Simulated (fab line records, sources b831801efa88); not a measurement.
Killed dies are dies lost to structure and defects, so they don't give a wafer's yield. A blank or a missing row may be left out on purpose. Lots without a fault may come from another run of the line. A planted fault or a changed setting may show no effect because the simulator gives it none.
A struck lot beside a sound one | flow gf180mcu | 15 steps out of a route of 602
Sound: wafers L136.1, L136.5, L136.6. Struck: wafers L145.1, L145.2, L145.3. The cause comes at the end.
At each step with rows: each side's tool, then ch and its chambers, then its first start. Under that, the readings that differ: sound wafers | struck wafers | difference of the means | sigmas: that difference in standard deviations of wafers without a fault.
alike: readings whose means differ by less than 2 such deviations, and words and numbers that are the same on both sides. not compared: withheld readings, readings that some wafer has no value for, bounds like >300 that may hide the same value, and numbers for which the record gives no deviation and whose values overlap.
The two part at a step that has a row with sigmas, a row that says differs or no value, or rows on one side only. Numbers that don't overlap but have no deviation are shown without sigmas and don't part them. A reading that every wafer of one side lacks parts them only if that side has two wafers or more.

GF_M4_SPUTTER_04: material TiN, target thk 50 nm, time 41.7 s.
  sound on pvd_sputter-01, day 23 10:20; struck on pvd_sputter-03, day 26 16:20
  alike: cathode_dc_power_W, chamber_pressure_pa, throttle_valve_pct
GF_M4_RS_MEAS_05: measures by four-point-probe.
  sound on film_metro-04, day 23 10:22; struck on film_metro-04, day 26 16:22
  reading             | sound                | struck               | difference | sigmas
  M4_ALCU_RS (ohm/sq) | 0.0684 0.0692 0.0689 | 0.0710 0.0695 0.0703 | +0.0014    | +2
GF_M4_THK_MEAS_06: measures by xrf.
  sound on film_metro-04, day 23 10:29; struck on film_metro-04, day 26 16:29
  alike: M4_ALCU_THK
then, 7 steps without rows for these wafers: GF_M4_DEHYDRATE_07 (time 60 s); GF_M4_HMDS_08 (prime time 60 s); GF_M4_COAT_09 (resist thk 1000 nm); GF_M4_SOFTBAKE_10 (time 60 s); GF_M4_EXPOSE_11 (exposes mask Metal4, target cd 280 nm); GF_M4_PEB_12 (peb time 90 s); GF_M4_DEVELOP_13 (develop time 60 s).
GF_M4_CD_MEAS_14: target cd 280 nm.
  sound on cd_sem-01, day 24 08:22; struck on cd_sem-02, day 27 12:34
  alike: cd_nm
GF_M4_OVL_MEAS_15:
  sound on overlay-02, day 24 08:29; struck on overlay-02, day 27 12:41
  alike: M4_OVL
GF_M4_METAL_ETCH_16: etches the open film in Cl2/BCl3, stops on SiO2, target depth 627.5 nm, time 104.6 s.
  sound on rie_metal-03 ch 0,1, day 24 08:32; struck on rie_metal-02 ch 0,1, day 27 12:43
  no value came back on the struck wafers for any of 6 readings (bcl3_flow_sccm (sccm), bias_w (W) and others); on the sound wafers bcl3_flow_sccm (sccm) reads 40.02 39.96 39.90
  reading                             | sound           | struck          | difference | sigmas
  model.KrF_of_M4_COAT_09.thk_nm (nm) | 735.6 735.5 740 | 981.3 983 982.5 | +245.2     |
  not compared: rf_hours_counter_h
GF_M4_STRIP_17: strips in O2/N2.
  sound on plasma_asher-02 ch 0,1, day 24 08:38; struck on plasma_asher-01 ch 0,1, day 27 12:50
  reading                      | sound             | struck            | difference | sigmas
  oes_product_au (a.u.)        | 0.559 0.546 0.572 | 0.659 0.656 0.654 | +0.097     | +20
  strip_time_to_endpoint_s (s) | 7.87 7.88 7.92    | 10.16 10.18 10.19 | +2.29      | +50
  alike: drypump_motor_current_A, heater_power_w, o2_flow_sccm
  not compared: rf_hours_counter_h
then, 1 step without rows for these wafers: GF_M4_STRIP_18 (strips in post etch residue remover, time 1200 s).

WHERE THEY PART
First at GF_M4_RS_MEAS_05; last, within this record, at GF_M4_STRIP_17.

WHY: what the simulator had put in
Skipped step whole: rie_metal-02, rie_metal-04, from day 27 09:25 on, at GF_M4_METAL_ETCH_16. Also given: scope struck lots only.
